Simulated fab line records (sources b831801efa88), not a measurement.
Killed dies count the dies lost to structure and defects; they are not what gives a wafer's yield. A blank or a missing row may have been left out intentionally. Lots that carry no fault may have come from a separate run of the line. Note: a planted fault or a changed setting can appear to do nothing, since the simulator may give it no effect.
Which tool did it? / flow sky130 / Sampling: 14 lots, 42 wafers, 5 of 708 route steps

== WHAT THE GAUGES SHOWED, per wafer ==
SKY_LDD_P_TW_MEAS_11.
lot=L319; measured=day 18 09:59; on=filmMetro-04; LDD_P_TW=639 636 640
lot=L322; measured=day 19 13:41; on=filmMetro-01; LDD_P_TW=622 622 623
lot=L323; measured=day 19 22:13; on=filmMetro-03; LDD_P_TW=629 628 628
lot=L328; measured=day 21 23:29; on=filmMetro-03; LDD_P_TW=629 632 631
lot=L329; measured=day 22 13:47; on=filmMetro-01; LDD_P_TW=620 621 620
lot=L332; measured=day 23 14:17; on=filmMetro-03; LDD_P_TW=635 633 640
lot=L334; measured=day 24 07:56; on=filmMetro-03; LDD_P_TW=631 636 626
lot=L335; measured=day 24 13:32; on=filmMetro-04; LDD_P_TW=643 641 644
lot=L336; measured=day 24 23:53; on=filmMetro-04; LDD_P_TW=646 643 641
lot=L337; measured=day 25 08:29; on=filmMetro-01; LDD_P_TW=623 622 620
lot=L338; measured=day 27 12:56; on=filmMetro-01; LDD_P_TW=615 617 617
lot=L339; measured=day 27 16:26; on=filmMetro-04; LDD_P_TW=644 641 638
lot=L341; measured=day 27 19:59; on=filmMetro-01; LDD_P_TW=616 615 618
lot=L340; measured=day 27 21:53; on=filmMetro-03; LDD_P_TW=621 624 626

SKY_RES_XHIGH_TW_MEAS_09.
lot=L319; measured=day 26 04:43; on=filmMetro-04; RES_XHIGH_TW=1653 1654 1656
lot=L322; measured=day 27 04:40; on=filmMetro-01; RES_XHIGH_TW=1586 1591 1587
lot=L323; measured=day 27 10:49; on=filmMetro-04; RES_XHIGH_TW=1669 1665 1663
lot=L328; measured=day 29 10:10; on=filmMetro-02; RES_XHIGH_TW=30 30 30
lot=L329; measured=day 30 02:59; on=filmMetro-02; RES_XHIGH_TW=30 30 30
lot=L332; measured=day 30 23:09; on=filmMetro-01; RES_XHIGH_TW=1601 1597 1600
lot=L334; measured=day 31 14:31; on=filmMetro-01; RES_XHIGH_TW=1583 1584 1585
lot=L335; measured=day 31 20:40; on=filmMetro-04; RES_XHIGH_TW=1654 1659 1647
lot=L336; measured=day 32 03:43; on=filmMetro-01; RES_XHIGH_TW=1581 1581 1585
lot=L337; measured=day 32 12:22; on=filmMetro-02; RES_XHIGH_TW=1648 1647 1647
lot=L338; measured=day 34 13:47; on=filmMetro-04; RES_XHIGH_TW=1642 1656 1652
lot=L339; measured=day 34 18:28; on=filmMetro-01; RES_XHIGH_TW=1591 1589 1589
lot=L341; measured=day 34 19:07; on=filmMetro-02; RES_XHIGH_TW=1634 1632 1631
lot=L340; measured=day 34 21:41; on=filmMetro-02; RES_XHIGH_TW=1637 1642 1640

SKY_SD_N_RS_MEAS_18: measurement is done with a four-point probe.
lot=L319; measured=day 27 09:46; on=filmMetro-04; RES_XHIGH_RS (ohm/sq)=332.6 331.6 332.2
lot=L322; measured=day 28 10:08; on=filmMetro-01; RES_XHIGH_RS (ohm/sq)=332.5 334.4 332.2
lot=L323; measured=day 28 16:05; on=filmMetro-04; RES_XHIGH_RS (ohm/sq)=331.3 331.4 331.8
lot=L328; measured=day 30 15:25; on=filmMetro-04; RES_XHIGH_RS (ohm/sq)=333.5 334.3 334.6
lot=L329; measured=day 31 07:52; on=filmMetro-04; RES_XHIGH_RS (ohm/sq)=334.2 335.7 334.7
lot=L332; measured=day 32 03:25; on=filmMetro-04; RES_XHIGH_RS (ohm/sq)=333.0 333.7 332.8
lot=L334; measured=day 32 18:59; on=filmMetro-04; RES_XHIGH_RS (ohm/sq)=334.3 334.5 333.4
lot=L335; measured=day 33 00:50; on=filmMetro-04; RES_XHIGH_RS (ohm/sq)=332.9 334.5 334.0
lot=L336; measured=day 33 08:13; on=filmMetro-04; RES_XHIGH_RS (ohm/sq)=333.0 333.5 333.3
lot=L337; measured=day 33 16:17; on=filmMetro-04; RES_XHIGH_RS (ohm/sq)=332.0 332.1 332.6
lot=L338; measured=day 35 17:24; on=filmMetro-01; RES_XHIGH_RS (ohm/sq)=332.7 332.4 332.2
lot=L339; measured=day 35 21:49; on=filmMetro-02; RES_XHIGH_RS (ohm/sq)=332.1 332.1 333.0
lot=L341; measured=day 35 22:31; on=filmMetro-02; RES_XHIGH_RS (ohm/sq)=335.1 335.0 336.3
lot=L340; measured=day 36 01:13; on=filmMetro-01; RES_XHIGH_RS (ohm/sq)=333.7 334.7 334.5

SKY_LI_CONTACT_BOW_MEAS_03.
lot=L319; measured=day 27 10:22; on=filmMetro-02; LI_CONTACT_BOW (um)=47 54 56
lot=L322; measured=day 28 10:44; on=filmMetro-04; LI_CONTACT_BOW (um)=45 59 53
lot=L323; measured=day 28 16:47; on=filmMetro-02; LI_CONTACT_BOW (um)=63 51 58
lot=L328; measured=day 30 16:22; on=filmMetro-02; LI_CONTACT_BOW (um)=66 65 53
lot=L329; measured=day 31 08:28; on=filmMetro-04; LI_CONTACT_BOW (um)=57 55 52
lot=L332; measured=day 32 04:14; on=filmMetro-04; LI_CONTACT_BOW (um)=55 55 56
lot=L334; measured=day 32 19:35; on=filmMetro-01; LI_CONTACT_BOW (um)=53 48 62
lot=L335; measured=day 33 01:26; on=filmMetro-01; LI_CONTACT_BOW (um)=59 55 54
lot=L336; measured=day 33 08:49; on=filmMetro-02; LI_CONTACT_BOW (um)=50 58 59
lot=L337; measured=day 33 16:53; on=filmMetro-04; LI_CONTACT_BOW (um)=40 48 55
lot=L338; measured=day 35 18:00; on=filmMetro-04; LI_CONTACT_BOW (um)=53 51 63
lot=L339; measured=day 35 22:25; on=filmMetro-01; LI_CONTACT_BOW (um)=46 49 54
lot=L341; measured=day 35 23:10; on=filmMetro-04; LI_CONTACT_BOW (um)=58 61 52
lot=L340; measured=day 36 01:49; on=filmMetro-04; LI_CONTACT_BOW (um)=60 60 54

== WHAT TOOL EACH LOT RAN ON (gives the tool, then ch and the chambers of the sampled wafers, and finally the start) ==
lot=L319; SKY_RES_XHIGH_DEVELOP_06=lithoTrack-04 ch 0, day 26 04:19
lot=L322; SKY_RES_XHIGH_DEVELOP_06=lithoTrack-04 ch 0, day 27 04:17
lot=L323; SKY_RES_XHIGH_DEVELOP_06=lithoTrack-03 ch 0, day 27 10:25
lot=L328; SKY_RES_XHIGH_DEVELOP_06=lithoTrack-04, day 29 09:46
lot=L329; SKY_RES_XHIGH_DEVELOP_06=lithoTrack-02, day 30 02:35
lot=L332; SKY_RES_XHIGH_DEVELOP_06=lithoTrack-04 ch 0, day 30 22:37
lot=L334; SKY_RES_XHIGH_DEVELOP_06=lithoTrack-03 ch 0, day 31 14:07
lot=L335; SKY_RES_XHIGH_DEVELOP_06=lithoTrack-03 ch 0, day 31 20:16
lot=L336; SKY_RES_XHIGH_DEVELOP_06=lithoTrack-04 ch 0, day 32 03:19
lot=L337; SKY_RES_XHIGH_DEVELOP_06=lithoTrack-04 ch 0, day 32 11:59
lot=L338; SKY_RES_XHIGH_DEVELOP_06=lithoTrack-02 ch 0, day 34 13:24
lot=L339; SKY_RES_XHIGH_DEVELOP_06=lithoTrack-04 ch 0, day 34 18:05
lot=L341; SKY_RES_XHIGH_DEVELOP_06=lithoTrack-04 ch 0, day 34 18:43
lot=L340; SKY_RES_XHIGH_DEVELOP_06=lithoTrack-02 ch 0, day 34 21:17
- SKY_RES_XHIGH_DEVELOP_06: develop time 60 s.

== AS READ BY THE TOOLS THEMSELVES (means over the sampled wafers that have a number; for cases with no such wafer, the mark the record gives instead) ==
SKY_RES_XHIGH_DEVELOP_06.
lot=L319; tool=lithoTrack-04; chillPlateTempC (C)=22.88
lot=L322; tool=lithoTrack-04; chillPlateTempC (C)=23.03
lot=L323; tool=lithoTrack-03; chillPlateTempC (C)=23.00
lot=L328; tool=lithoTrack-04; chillPlateTempC (C)=-
lot=L329; tool=lithoTrack-02; chillPlateTempC (C)=-
lot=L332; tool=lithoTrack-04; chillPlateTempC (C)=22.99
lot=L334; tool=lithoTrack-03; chillPlateTempC (C)=23.11
lot=L335; tool=lithoTrack-03; chillPlateTempC (C)=23.07
lot=L336; tool=lithoTrack-04; chillPlateTempC (C)=22.95
lot=L337; tool=lithoTrack-04; chillPlateTempC (C)=23.02
lot=L338; tool=lithoTrack-02; chillPlateTempC (C)=22.92
lot=L339; tool=lithoTrack-04; chillPlateTempC (C)=23.10
lot=L341; tool=lithoTrack-04; chillPlateTempC (C)=23.01
lot=L340; tool=lithoTrack-02; chillPlateTempC (C)=23.02

== THE ANSWER, worked out from the rows above alone ==
Rule: usual is defined by the lots themselves. The widest of any qualifying gaps counts: lots, ordered by their means at a reading, are off when they make up no more than a third of the lots, leave a main group of 4 or more, and stand apart from it by 3 or more times the standard deviation of that group's means. A main group is skipped when, at the precision printed for the reading in the tables above, its means are all equal. Also off: a lot with no number at a reading for which 4 or more lots have one. Any other lot the step has rows for is counted as sound. After the gauges, taken in route order, come the tools' own readings; for these a lot's mean is taken, as printed above. The first step at which some lot is off is used, and at that step the reading that is off furthest; a lot without a number counts as furthest.
Off: L328, L329, seen at SKY_RES_XHIGH_TW_MEAS_09 (RES_XHIGH_TW). For the main group the mean is 1624 and the standard deviation 31.
A tool fits if, at a process step before that reading, it ran every lot that is off, and no sound lot after the first of them. The gauges at SKY_RES_XHIGH_TW_MEAS_09 aren't tried: what is off there is off at SKY_RES_XHIGH_DEVELOP_06 too, on other tools, and a gauge's error can't cause that. Of those tried, none fits.

== WHAT THE SIMULATOR HAD PUT IN ==
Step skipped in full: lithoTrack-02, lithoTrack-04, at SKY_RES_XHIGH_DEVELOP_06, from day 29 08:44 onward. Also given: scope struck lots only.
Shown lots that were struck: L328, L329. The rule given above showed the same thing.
